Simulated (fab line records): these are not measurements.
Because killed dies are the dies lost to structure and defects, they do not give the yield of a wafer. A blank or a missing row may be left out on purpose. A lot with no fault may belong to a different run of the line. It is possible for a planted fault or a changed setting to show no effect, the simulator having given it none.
A struck lot beside a sound one + flow sky130 + 35 steps out of a route of 708
Sound: the wafers L100.1, L100.2, L100.3. Wafers struck: L108.1, L108.3, L108.6. Last of all comes the cause.
Order at every step that has rows: each side's tool, ch and its chambers, its first start. Under that, the readings that differ: sound wafers + struck wafers + difference of the means + sigmas: that difference in standard deviations of wafers without a fault.
alike: a reading whose means differ by less than 2 such deviations, as well as words and numbers matching on both sides. not compared: withheld readings; readings where some wafer has no value; bounds like >300 that might hide an equal value; numbers whose values overlap and for which the record gives no deviation.
The two part at a step that has a row with sigmas, a row that says differs or no value, or rows on one side only. When numbers do not overlap yet have no deviation, they are printed without sigmas and do not part them. A reading that every wafer of one side lacks parts them only if that side has two wafers or more.

SKY_SD_P_CD_MEAS_07: target cd 380 nm.
  sound: cd_sem-02 at day 26 16:40; struck: cd_sem-01 at day 29 05:42
| reading    | sound             | struck            | difference | sigmas |
|------------|-------------------|-------------------|------------|--------|
| cd_nm (nm) | 381.3 380.5 379.7 | 376.7 375.1 376.4 | -4.4       | -2     |
SKY_SD_P_OVL_MEAS_08:
  sound: overlay-01 at day 26 16:47; struck: overlay-01 at day 29 05:49
  alike: SD_P_OVL
next, for these wafers, 1 step has no rows: SKY_SD_P_IMPLANT_09.
SKY_SD_P_STRIP_10: strips in O2/N2.
  sound on plasma_asher-01 ch 0,1, day 26 16:59; struck on plasma_asher-03 ch 0,1, day 29 06:01
  alike: drypump_motor_current_A, oes_product_au, strip_time_to_endpoint_s
  not compared: rf_hours_counter_h
SKY_SD_P_TW_MEAS_11:
  sound: film_metro-03 at day 26 17:05; struck: film_metro-02 at day 29 06:07
  alike: SD_P_TW
then, 7 steps without rows for these wafers: SKY_RES_XHIGH_DEHYDRATE_00 (time 60 s); SKY_RES_XHIGH_HMDS_01 (prime time 60 s); SKY_RES_XHIGH_COAT_02 (resist thk 1140 nm); SKY_RES_XHIGH_SOFTBAKE_03 (time 60 s); SKY_RES_XHIGH_EXPOSE_04 (exposes mask URPM, target cd 1270 nm); SKY_RES_XHIGH_PEB_05; SKY_RES_XHIGH_DEVELOP_06 (develop time 60 s).
SKY_RES_XHIGH_IMPLANT_07:
  sound on implanter-01 ch 0, day 27 22:04; struck on implanter-01 ch 0, day 30 10:19
| reading       | sound                     | struck                        | difference | sigmas      |
|---------------|---------------------------|-------------------------------|------------|-------------|
| dose_ions_cm2 | 3.6e+14 3.602e+14 3.6e+14 | 2.993e+14 2.991e+14 2.993e+14 | -6.083e+13 | -99 or more |
SKY_RES_XHIGH_STRIP_08: strips in O2/N2.
  sound on plasma_asher-04 ch 0,1, day 27 22:13; struck on plasma_asher-02 ch 0,1, day 30 10:28
  alike: drypump_motor_current_A, oes_product_au, strip_time_to_endpoint_s
  not compared: rf_hours_counter_h
SKY_RES_XHIGH_TW_MEAS_09:
  sound: film_metro-04 at day 27 22:19; struck: film_metro-03 at day 30 10:34
| reading      | sound          | struck         | difference | sigmas |
|--------------|----------------|----------------|------------|--------|
| RES_XHIGH_TW | 1642 1650 1638 | 1559 1552 1550 | -90        | -5     |
then, 7 steps without rows for these wafers: SKY_SD_N_DEHYDRATE_00 (time 60 s); SKY_SD_N_HMDS_01 (prime time 60 s); SKY_SD_N_COAT_02 (resist thk 1140 nm); SKY_SD_N_SOFTBAKE_03 (time 60 s); SKY_SD_N_EXPOSE_04 (exposes mask NSDM, target cd 380 nm); SKY_SD_N_PEB_05; SKY_SD_N_DEVELOP_06 (develop time 60 s).
SKY_SD_N_CD_MEAS_07: target cd 380 nm.
  sound: cd_sem-02 at day 29 02:40; struck: cd_sem-02 at day 31 14:31
  alike: cd_nm
SKY_SD_N_OVL_MEAS_08:
  sound: overlay-01 at day 29 02:47; struck: overlay-01 at day 31 14:38
  alike: SD_N_OVL
then, 2 steps without rows for these wafers: SKY_SD_N_IMPLANT_09; SKY_SD_N_IMPLANT_10.
SKY_SD_N_STRIP_11: strips in O2/N2.
  sound on plasma_asher-01 ch 0,1, day 29 03:08; struck on plasma_asher-03 ch 0,1, day 31 14:59
  alike: drypump_motor_current_A, oes_product_au, strip_time_to_endpoint_s
  not compared: rf_hours_counter_h
SKY_SD_N_TW_MEAS_12:
  sound: film_metro-04 at day 29 03:14; struck: film_metro-04 at day 31 15:05
  alike: SD_N_TW
then, 1 step without rows for these wafers: SKY_SD_N_CLEAN_13 (cleans in SC1/SC2, time 150 s).
SKY_SD_N_RTA_14: time 2 s.
  sound on rtp_anneal-01 ch 0, day 29 03:20; struck on rtp_anneal-01 ch 0, day 31 15:11
  alike: lamp_power_pct, wafer_temp_C_max
SKY_SD_N_RS_MEAS_16: measures by four-point-probe.
  sound: film_metro-03 at day 29 03:31; struck: film_metro-03 at day 31 15:22
  alike: SD_N_RS
SKY_SD_N_RS_MEAS_17: measures by four-point-probe.
  sound: film_metro-03 at day 29 03:38; struck: film_metro-03 at day 31 15:29
  alike: SD_P_RS
SKY_SD_N_RS_MEAS_18: measures by four-point-probe.
  sound: film_metro-03 at day 29 03:45; struck: film_metro-03 at day 31 15:36
| reading               | sound             | struck            | difference | sigmas |
|-----------------------|-------------------|-------------------|------------|--------|
| RES_XHIGH_RS (ohm/sq) | 328.5 328.9 328.7 | 385.7 387.7 385.1 | +57.5      | +44    |
then, 1 step without rows for these wafers: SKY_SALICIDE_CLEAN_00 (cleans in HF-last, time 30 s).
-- the record jumps here: 17 days lie between the struck wafers' starts before and after (it left off in module SALICIDE and takes up again in module PAD_OPEN, whose first step shown is number 708 of the route) --
SKY_PAD_OPEN_PROBE_99:
  sound: prober-01 at day 46 17:31; struck: prober-01 at day 48 12:05
| reading                                  | sound             | struck         | difference | sigmas |
|------------------------------------------|-------------------|----------------|------------|--------|
| model.etest.res_xhigh_po.line_ohm_um     | 5555 5525 5488    | 7814 8366 8342 | +2651      |        |
| model.etest.res_xhigh_po.rs_ohm_sq       | 1963 1974 1913    | 2790 2950 2928 | +939       |        |
| model.etest.res_xhigh_po.rs_ohm_sq_range | 89.87 86.12 84.14 | 112.9 131 150  | +44.6      |        |
  alike: killed_at_M0_to_M3, killed_at_M4_up, killed_at_contacts, killed_at_front_end, killed_at_other, killed_dies, killed_open, killed_short
  not compared: model.etest.res_xhigh_po.rs_ohm_sq_rim_less_centre

WHERE THEY PART
Earliest at SKY_SD_P_CD_MEAS_07; latest, in this record, at SKY_SD_N_RS_MEAS_18. Later steps at which nothing parts them and some readings are alike: SKY_PAD_OPEN_PROBE_99.

WHY: what had been put in by the simulator
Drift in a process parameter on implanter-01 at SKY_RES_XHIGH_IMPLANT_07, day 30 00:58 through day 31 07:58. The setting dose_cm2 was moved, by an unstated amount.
